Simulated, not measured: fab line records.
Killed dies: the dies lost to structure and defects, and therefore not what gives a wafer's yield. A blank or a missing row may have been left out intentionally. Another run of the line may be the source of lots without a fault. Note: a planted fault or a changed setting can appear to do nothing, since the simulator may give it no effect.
The tool behind it: which one? | flow gf180mcu | 18 wafers sampled from 6 lots at 1 step of a route of 602

== WHAT THE GAUGES READ, wafer by wafer ==
GF_M4_OVL_MEAS_15.
lot  | measured     | on         | M4_OVL (nm)
L553 | day 23 16:55 | overlay-01 | 0 6 -6
L555 | day 24 09:46 | overlay-01 | 13 3 0
L560 | day 27 00:58 | overlay-02 | 5 -1 4
L561 | day 27 05:06 | overlay-02 | 7 0 -3
L566 | day 28 17:57 | overlay-02 | 11 8 12
L569 | day 30 02:28 | overlay-02 | 4 0 2

== EACH LOT AND THE TOOL THAT RAN IT (in order: tool; ch and the chambers of the sampled wafers; start) ==
No process step before these readings appears in the record.

== THE ANSWER, worked out from the rows above alone ==
Rule: usual is defined by the lots themselves. The widest of any qualifying gaps counts: lots, ordered by their means at a reading, are off when they make up no more than a third of the lots, leave a main group of 4 or more, and stand apart from it by 3 or more times the standard deviation of that group's means. A main group whose means are all the same, to the digits that the tables above print for the reading, isn't used. A lot without any number at a reading at which 4 lots or more have one is off too. Where the step has rows for the other lots, those lots are counted as sound.
No lot is off on any of the readings shown, so nothing can be concluded from this.

== WHAT THE SIMULATOR HAD PUT IN ==
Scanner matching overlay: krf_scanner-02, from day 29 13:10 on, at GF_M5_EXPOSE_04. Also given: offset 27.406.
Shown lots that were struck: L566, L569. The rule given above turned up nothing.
